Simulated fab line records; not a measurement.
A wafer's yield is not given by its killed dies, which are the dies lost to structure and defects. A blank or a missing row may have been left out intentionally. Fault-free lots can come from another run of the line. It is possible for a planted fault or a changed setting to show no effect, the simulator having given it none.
fab line records | flow gf180mcu
record: lots: 5 wafers: 15 last_day: 34
route steps=602 shown DNWELL@40 NWELL@42 LVPWELL@54 PASSIVATION@602
lots that met no fault: from a run of the same line without faults
start_h: start of the lot's first displayed wafer, in hours after the record's first day | wait_h: hours from the lot's prior step to this one | " the same as in the row above | L1.1+2: one row covering several wafers at once | - no value, or no start was given | * or withheld: withheld | < > ~ a bound
route shown NAME@n: names a module that has steps shown in the file, with the first one's number in the route | usual: mean and standard deviation over wafers with no fault | same: alike in all rows | chamber/n: place in a boat | sites: readings site by site | _std_site: how widely they spread, as a standard deviation | _edge_site: inner sites' mean taken away from outer sites' mean | radius_mm: for every site, how far away it sits from the centre of the wafer | mask NAME#n: copy n | behind: the most recent tool/chamber to have shaped the wafer | hold: cause of the lot's hold/its duration in hours/its outcome | device: names the non-switching transistor (n, p or np) | end of line: tests of these same wafers at the route's end | for a step that has no rows: nothing shown but its recipe | killed: dies lost to structure and defects at the first sort, not the wafer's yield | map: shows each die of a wafer: x if killed, . if not, _ if none is there
set.NAME: the setting that was run; set.NAME@STEP: the one run at that earlier step | model.NAME: the simulator's own value behind a step, which no gauge read
lots at selected steps of the route; one table per step, one row per wafer
services: a tool's chamber out of use, with start hour (start_h, from the record's first day; less than 0 if before it), hours out, and reason
== steps ==
step: GF_DNWELL_STRIP_08
recipe: chemistry: O2/N2 power_w: 1400 pressure_mtorr: 1500 platen_temp_c: 250 o2_flow_sccm: 3000 n2_flow_sccm: 300 overash_fraction: 0.5
usual: drypump_motor_current_A: 5.6/0.33 heater_power_w: 325/25 oes_product_au: 0.722/0.0044 strip_time_to_endpoint_s: 36.98/0.099
columns lot.wafer tool chamber start_h wait_h drypump_motor_current_A heater_power_w oes_product_au rf_hours_counter_h strip_time_to_endpoint_s
L493.1 plasma_asher-01 1 52.21 0.1 6.1 370 0.729 26 36.85
L493.2 " 0 " " 5.6 293 0.719 26 36.78
L493.4 " 0 " " 5.6 293 0.713 - 36.84
L504.1 plasma_asher-01 0 113.35 0.1 5.6 291 0.718 33 36.95
L504.2 " 1 " " 6.1 375 0.718 33 37.03
L504.3 " 0 " " 5.6 297 0.724 - 36.97
L509.2 plasma_asher-03 0 139.26 0.1 5.9 359 0.723 3 37.08
L509.3 " 1 " " 5.8 313 0.719 - 37.00
L509.6 " 1 " " 5.8 313 0.720 - 37.10
L510.1 plasma_asher-04 0 144.91 0.1 5.2 306 0.722 45 37.02
L510.2 " 1 " " 5.2 304 0.723 45 36.98
L510.3 " 1 " " 5.2 300 0.725 - 36.97
L514.3 plasma_asher-04 1 165.89 0.1 5.3 304 0.715 - 36.90
L514.4 " 0 " " 5.2 309 0.725 - 37.04
L514.6 " 1 " " 5.3 298 0.730 - 36.92
step: GF_DNWELL_TW_MEAS_09
usual: DNWELL_TW: 1336/14
columns lot.wafer tool chamber start_h wait_h DNWELL_TW
L493.1 film_metro-02 - 52.31 0.1 1334
L493.2 " - " " 1337
L493.4 " - " " 1337
L504.1 film_metro-02 - 113.45 0.1 1336
L504.2 " - " " 1338
L504.3 " - " " 1341
L509.2 film_metro-03 - 139.37 0.1 1357
L509.3 " - " " 1354
L509.6 " - " " 1347
L510.1 film_metro-02 - 145.01 0.1 1341
L510.2 " - " " 1345
L510.3 " - " " 1343
L514.3 film_metro-02 - 165.98 0.1 1329
L514.4 " - " " 1334
L514.6 " - " " 1331
step: GF_NWELL_DEHYDRATE_00
recipe: temp_c: 200 time_s: 60
step: GF_NWELL_HMDS_01
recipe: prime_time_s: 60 prime_temp_c: 120
step: GF_NWELL_COAT_02
recipe: spin_rpm: 2000 resist_thk_nm: 3000
step: GF_NWELL_SOFTBAKE_03
recipe: temp_c: 110 time_s: withheld
step: GF_NWELL_EXPOSE_04
recipe: mask_id: Nwell target_cd_nm: 860 na: 0.6 source_shape: conventional sigma_outer: 0.6 dose_mj: 260
step: GF_NWELL_PEB_05
recipe: temp_c: 115 time_s: withheld
step: GF_NWELL_DEVELOP_06
recipe: wall_angle_deg: 90 develop_time_s: 60 dev_temp_c: 23
step: GF_NWELL_OVL_MEAS_07
usual: NWELL_OVL: 0.5/1.4
columns lot.wafer tool chamber start_h wait_h NWELL_OVL[nm]
L493.1 overlay-01 - 64.42 - 1.1
L493.2 " - " " 2.4
L493.4 " - " " 2.3
L504.1 overlay-01 - 128.41 - 0.4
L504.2 " - " " -1.3
L504.3 " - " " -0.5
L509.2 overlay-01 - 154.91 - 0.4
L509.3 " - " " 0.3
L509.6 " - " " 1.0
L510.1 overlay-01 - 160.66 - -0.6
L510.2 " - " " -1.7
L510.3 " - " " -0.1
L514.3 overlay-01 - 181.87 - 3.3
L514.4 " - " " 1.2
L514.6 " - " " 1.6
step: GF_NWELL_IMPLANT_08
recipe: species: P energy_kev: 450 dose_cm2: 1.5e+13 tilt_deg: 0
step: GF_NWELL_IMPLANT_09
recipe: species: P energy_kev: 160 dose_cm2: 4e+12 tilt_deg: 0
step: GF_NWELL_STRIP_10
recipe: chemistry: O2/N2 power_w: 1400 pressure_mtorr: 1500 platen_temp_c: 250 o2_flow_sccm: 3000 n2_flow_sccm: 300 overash_fraction: 0.5
usual: drypump_motor_current_A: 6.0/0.47 heater_power_w: 348/28 oes_product_au: 0.722/0.0046 strip_time_to_endpoint_s: 37.00/0.11
columns lot.wafer tool chamber start_h wait_h drypump_motor_current_A heater_power_w oes_product_au rf_hours_counter_h strip_time_to_endpoint_s model.coat_of_NWELL_COAT_02.thk_nm
L493.1 plasma_asher-03 0 64.76 0.1 5.9 363 0.726 42 36.84 0
L493.2 " 1 " " 5.8 325 0.723 42 36.78 0
L493.4 " 0 " " 5.9 356 0.728 - 36.76 0
L504.1 plasma_asher-02 1 128.75 0.1 6.8 399 0.957 49 - 653.7
L504.2 " 0 " " 5.4 339 0.960 49 - 653.8
L504.3 " 1 " " 6.8 393 0.962 - - 653.2
L509.2 plasma_asher-03 1 155.24 0.1 5.8 330 0.734 5 36.87 0
L509.3 " 0 " " 5.9 359 0.714 - 36.95 0
L509.6 " 1 " " 5.8 315 0.718 - 36.90 0
L510.1 plasma_asher-03 0 160.99 0.1 5.9 346 0.717 6 37.11 0
L510.2 " 1 " " 5.8 327 0.713 6 37.16 0
L510.3 " 0 " " 5.9 347 0.728 - 37.03 0
L514.3 plasma_asher-02 0 182.23 0.1 5.4 339 0.726 - 37.01 0
L514.4 " 1 " " 6.8 376 0.725 - 37.19 0
L514.6 " 0 " " 5.4 346 0.719 - 37.08 0
step: GF_NWELL_TW_MEAS_11
usual: NWELL_TW: 1565/19
columns lot.wafer tool chamber start_h wait_h NWELL_TW
L493.1 film_metro-03 - 64.86 0.1 1600
L493.2 " - " " 1589
L493.4 " - " " 1583
L504.1 film_metro-01 - 128.85 0.1 1533
L504.2 " - " " 1541
L504.3 " - " " 1541
L509.2 film_metro-03 - 155.35 0.1 1587
L509.3 " - " " 1591
L509.6 " - " " 1585
L510.1 film_metro-01 - 161.09 0.1 1532
L510.2 " - " " 1533
L510.3 " - " " 1529
L514.3 film_metro-01 - 182.31 0.1 1539
L514.4 " - " " 1547
L514.6 " - " " 1539
step: GF_LVPWELL_DEHYDRATE_00
recipe: temp_c: 200 time_s: 60
step: GF_LVPWELL_HMDS_01
recipe: prime_time_s: 60 prime_temp_c: 120
step: GF_LVPWELL_COAT_02
recipe: spin_rpm: 2000 resist_thk_nm: 3000
step: GF_LVPWELL_SOFTBAKE_03
recipe: temp_c: 110 time_s: withheld
step: GF_LVPWELL_EXPOSE_04
recipe: mask_id: LVPWELL target_cd_nm: 600 na: 0.6 source_shape: conventional sigma_outer: 0.6 dose_mj: 260
step: GF_LVPWELL_PEB_05
recipe: temp_c: 115 time_s: withheld
step: GF_LVPWELL_DEVELOP_06
recipe: wall_angle_deg: 90 develop_time_s: 60 dev_temp_c: 23
step: GF_LVPWELL_OVL_MEAS_07
usual: LVPWELL_OVL: -1.3/1.3
columns lot.wafer tool chamber start_h wait_h LVPWELL_OVL[nm]
L493.1 overlay-02 - 77.02 - -1.0
L493.2 " - " " 0.2
L493.4 " - " " -1.7
L504.1 overlay-01 - 143.81 - -2.2
L504.2 " - " " -1.1
L504.3 " - " " -0.2
L509.2 overlay-01 - 171.16 - -1.5
L509.3 " - " " -0.1
L509.6 " - " " -2.4
L510.1 overlay-01 - 176.40 - -1.3
L510.2 " - " " -0.4
L510.3 " - " " -1.2
L514.3 overlay-01 - 198.56 - -2.1
L514.4 " - " " 0.4
L514.6 " - " " -1.7
step: GF_LVPWELL_IMPLANT_08
recipe: species: B energy_kev: 170 dose_cm2: 1.5e+13 tilt_deg: 0
step: GF_LVPWELL_IMPLANT_09
recipe: species: B energy_kev: 60 dose_cm2: 5e+12 tilt_deg: 0
step: GF_LVPWELL_STRIP_10
recipe: chemistry: O2/N2 power_w: 1400 pressure_mtorr: 1500 platen_temp_c: 250 o2_flow_sccm: 3000 n2_flow_sccm: 300 overash_fraction: 0.5
usual: drypump_motor_current_A: 5.6/0.59 heater_power_w: 334/35 oes_product_au: 0.723/0.0048 strip_time_to_endpoint_s: 36.97/0.096
columns lot.wafer tool chamber start_h wait_h drypump_motor_current_A heater_power_w oes_product_au rf_hours_counter_h strip_time_to_endpoint_s
L493.1 plasma_asher-04 0 77.36 0.1 5.2 309 0.730 38 37.03
L493.2 " 1 " " 5.2 297 0.717 38 36.96
L493.4 " 1 " " 5.3 296 0.723 - 37.02
L504.1 plasma_asher-02 1 144.14 0.1 6.7 389 0.726 51 46.66
L504.2 " 0 " " 5.4 345 0.729 51 46.59
L504.3 " 1 " " 6.7 397 0.717 - 46.53
L509.2 plasma_asher-04 0 171.49 0.1 5.2 305 0.725 49 36.89
L509.3 " 1 " " 5.2 305 0.721 - 36.92
L509.6 " 1 " " 5.2 306 0.727 - 36.90
L510.1 plasma_asher-02 0 176.74 0.1 5.4 335 0.723 55 37.06
L510.2 " 1 " " 6.8 393 0.716 55 37.03
L510.3 " 1 " " 6.8 384 0.723 - 37.03
L514.3 plasma_asher-04 0 198.92 0.1 5.2 306 0.721 - 36.97
L514.4 " 1 " " 5.2 310 0.729 - 36.97
L514.6 " 0 " " 5.2 313 0.716 - 37.04
step: GF_LVPWELL_TW_MEAS_11
usual: LVPWELL_TW: 553/7
columns lot.wafer tool chamber start_h wait_h hold LVPWELL_TW
L493.1 film_metro-03 - 77.46 0.1 - 567
L493.2 " - " " - 565
L493.4 " - " " - 561
L504.1 film_metro-04 - 144.24 0.1 await_dispo/0.2h/release 453
L504.2 " - " " await_dispo/0.2h/release 449
L504.3 " - " " await_dispo/0.2h/release 450
L504.1 film_metro-04 - 144.47 0.2 - 449
L504.2 " - " " - 453
L504.3 " - " " - 452
L509.2 film_metro-04 - 171.60 0.1 - 562
L509.3 " - " " - 564
L509.6 " - " " - 562
L510.1 film_metro-01 - 176.84 0.1 - 549
L510.2 " - " " - 548
L510.3 " - " " - 545
L514.3 film_metro-01 - 199.01 0.1 - 545
L514.4 " - " " - 544
L514.6 " - " " - 547
step: GF_PASSIVATION_PROBE_99
columns lot.wafer tool chamber start_h wait_h hold model.etest.nldd_6p0.line_ohm_um model.etest.nmos_6p0.r_on_ohm_um model.etest.nldd_6p0.rs_ohm_sq model.etest.nmos_3p3.r_on_ohm_um model.etest.nmos_3p3_sab.r_on_ohm_um model.etest.ldnmos_10p0.r_on_ohm_um model.etest.nmos_6p0.drive_ua_um model.etest.nmos_6p0_turned.drive_ua_um
L493.1 prober-01 - 682.69 0.1 - 4683 2155 1396 1645 1772 3720 574.7 575.4
L493.2 prober-01 - 682.74 0.1 - 4589 2159 1396 1634 1755 3711 574.8 573.4
L493.4 prober-01 - 682.84 0.2 - 4547 2120 1389 1642 1765 3735 588 579.9
L504.1 prober-02 - 764.71 0.1 await_dispo/5.9h/scrap 5772 2733 1753 1944 2071 3974 404.7 404.2
L504.2 prober-02 - 764.76 0.1 await_dispo/5.9h/scrap 5786 2757 1744 1892 2008 4011 397.7 394.1
L504.3 prober-02 - 764.81 0.2 await_dispo/5.9h/scrap 5785 2763 1751 1918 2059 3956 401.7 400.3
L509.2 prober-01 - 791.51 0.1 - 4624 2206 1396 1686 1831 3749 564 568.2
L509.3 prober-01 - 791.56 0.2 - 4583 2184 1393 1656 1811 3747 561.4 561.1
L509.6 prober-01 - 791.71 0.2 - 4602 2196 1393 1671 1816 3736 567.2 569.2
L510.1 prober-02 - 796.17 0.1 - 4628 2157 1385 1674 1797 3714 573.5 572.2
L510.2 prober-02 - 796.22 0.1 - 4622 2155 1383 1649 1778 3658 582.8 581.2
L510.3 prober-02 - 796.27 0.2 - 4651 2224 1393 1685 1821 3736 561.8 561.2
L514.3 prober-01 - 814.22 0.2 - 4680 2191 1394 1655 1797 3706 560.6 559.8
L514.4 prober-01 - 814.27 0.2 - 4653 2199 1394 1680 1824 3752 554 551.8
L514.6 prober-01 - 814.37 0.2 - 4724 2192 1396 1657 1784 3740 558.9 556.7
killed by level:class
L493.1 CONTACT:geometric_particle:open=7 M1:geometric_particle:short=4 V3:geometric_particle:open=4 V4:geometric_particle:short=3 STI:geometric_particle:short=2 POLY_GATE:geometric_particle:open=2 SALICIDE:geometric_particle:open=2 V2:geometric_particle:open=2
L493.2 CONTACT:geometric_particle:open=7 V3:geometric_particle:open=4 M1:geometric_particle:short=3 V1:geometric_particle:open=3 V5:geometric_particle:open=3 V3:geometric_particle:short=3 STI:geometric_particle:short=2 CONTACT:geometric_particle:short=2
L493.4 V2:geometric_particle:open=8 V1:geometric_particle:open=5 V5:geometric_particle:open=5 M2:geometric_particle:short=4 V3:geometric_particle:open=4 POLY_GATE:geometric_particle:short=3 CONTACT:geometric_particle:short=3 V3:geometric_particle:short=3
L509.2 V3:geometric_particle:open=8 CONTACT:geometric_particle:short=5 V5:geometric_particle:open=5 CONTACT:geometric_particle:open=4 V5:geometric_particle:short=4 V1:geometric_particle:short=3 V1:geometric_particle:open=3 V2:geometric_particle:open=3
L509.3 V1:geometric_particle:open=5 CONTACT:geometric_particle:open=4 V2:geometric_particle:open=4 STI:geometric_particle:short=3 POLY_GATE:geometric_particle:short=3 V2:geometric_particle:short=3 V5:geometric_particle:short=3 SAB:geometric_particle:open=2
L509.6 CONTACT:geometric_particle:short=5 V1:geometric_particle:open=5 V4:geometric_particle:open=5 CONTACT:geometric_particle:open=4 V2:geometric_particle:open=4 V3:geometric_particle:open=3 STI:geometric_particle:open=2 V2:geometric_particle:short=2
L510.1 V2:geometric_particle:open=6 CONTACT:geometric_particle:open=5 V1:geometric_particle:open=4 V3:geometric_particle:open=4 STI:geometric_particle:open=3 POLY_GATE:geometric_particle:short=3 M1:geometric_particle:short=3 CONTACT:geometric_particle:short=2
L510.2 CONTACT:geometric_particle:short=5 V3:geometric_particle:open=5 STI:geometric_particle:open=4 V2:geometric_particle:open=4 V4:geometric_particle:open=4 CONTACT:geometric_particle:open=3 V5:geometric_particle:short=3 V1:geometric_particle:open=2
L510.3 V1:geometric_particle:open=5 V2:geometric_particle:open=5 V1:geometric_particle:short=3 V3:geometric_particle:open=3 STI:geometric_particle:short=2 POLY_GATE:geometric_particle:open=2 CONTACT:geometric_particle:open=2 M1:geometric_particle:short=2
L514.3 CONTACT:geometric_particle:open=11 V3:geometric_particle:open=8 V3:geometric_particle:short=4 V4:geometric_particle:open=4 V5:geometric_particle:open=4 CONTACT:geometric_particle:short=3 M1:geometric_particle:short=3 V1:geometric_particle:open=3
L514.4 CONTACT:geometric_particle:open=8 M2:geometric_particle:short=4 V3:geometric_particle:open=4 STI:geometric_particle:open=3 M1:geometric_particle:short=3 V1:geometric_particle:open=3 V2:geometric_particle:open=3 V2:geometric_particle:short=3
L514.6 V4:geometric_particle:open=6 CONTACT:geometric_particle:open=5 V2:geometric_particle:open=5 V1:geometric_particle:open=4 CONTACT:geometric_particle:short=3 M2:geometric_particle:short=2 V4:geometric_particle:short=2 M5:geometric_particle:short=2
map L514.3 (x killed, . not)
__________.x........_________
________...xx........._______
______x...x............._____
_____....................____
____x..x.......x.....xx.xx___
___........x......x........__
__..........x..............._
_x..xx...............x.......
_....xx.....x...x............
_..x........x......x..x......
_....x..........x............
_..............x..x.........x
_.........x.x....x.x.....x...
_........x.............x.....
_...................xx.......
__........x.........x......._
___...............x.......x__
____....x..........x..xx..___
_____.xx.......x.........____
______.......x...x......_____
________..x......x...._______
__________........x._________
map L509.2 (x killed, . not)
__________.........x_________
________....x........._______
______...x.............._____
_____...........x.x..xx..____
____.....x.......x.....x..___
___...x.x......x........x..__
__x...x.............xx...xx._
_...............x.......x....
_.......x...x............x...
_....x...........x...x.......
_....x..x...................x
_....x...x................x..
_......x......x............x.
_.x...........x..............
_....x.......x.........xx....
__.........................._
___....xx...............x..__
____......................___
_____........x......x..x.____
______...x..x.x....xx..._____
________.....x...x...._______
__________.........._________
== services ==
columns tool chamber start_h hours kind
plasma_asher-01 - 37.97 2.3 repair
plasma_asher-01 - 40.35 9.8 repair
plasma_asher-03 - 46.59 4.1 repair
plasma_asher-02 - 51.21 2.8 repair
plasma_asher-04 - 61.05 2.8 pm
plasma_asher-02 - 73.50 2.8 pm
plasma_asher-04 - 85.24 10.1 repair
plasma_asher-01 - 96.24 3.6 repair
plasma_asher-03 - 108.75 9.0 pm
plasma_asher-03 0 108.75 9.0 vent_cycle
plasma_asher-03 1 108.75 9.0 vent_cycle
plasma_asher-03 0 117.75 - clean
plasma_asher-03 1 117.75 - clean
plasma_asher-01 - 121.85 53.3 repair
plasma_asher-03 - 129.35 1.6 repair
== key ==
first_sign: step: GF_NWELL_STRIP_10 reading: oes_product_au direction: up sigmas: 51 usual: 0.722 struck: 0.960
effect: step: GF_LVPWELL_STRIP_10 reading: strip_time_to_endpoint_s direction: up sigmas: 99+ usual: * struck: *
effect: step: GF_LVPWELL_TW_MEAS_11 reading: visit direction: added
effect: step: GF_LVPWELL_TW_MEAS_11 reading: LVPWELL_TW direction: down sigmas: 15 usual: 553 struck: 451
effect: step: GF_PASSIVATION_PROBE_99 reading: hold direction: added
model_effect: step: GF_NWELL_STRIP_10 value: coat_of_NWELL_COAT_02.thk_nm without: 0 struck: 653.6
model_effect: step: GF_PASSIVATION_PROBE_99 value: etest.nldd_6p0.line_ohm_um without: 4616 struck: 5781
met_at GF_NWELL_STRIP_10
struck_wafers L504.1,L504.2,L504.3
sort_left_out L504.1,L504.2,L504.3
tester_left_out L504
fault: kind: strip_aborted tool: plasma_asher-02 chamber: - onset_h: 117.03 steps: GF_NWELL_STRIP_10 offset: 0.50865 end_h: 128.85
tester_left_out: of these lots the tester's yield and bins aren't shown, on N5 and GAA mostly nor the transistor test; their killed dies are dies lost to structure and defects alone, not to doping, threshold or leakage, so they don't give the yield
sort_left_out: the simulated sort isn't trusted on such a fault, so these wafers' sort isn't shown, and their yield isn't known
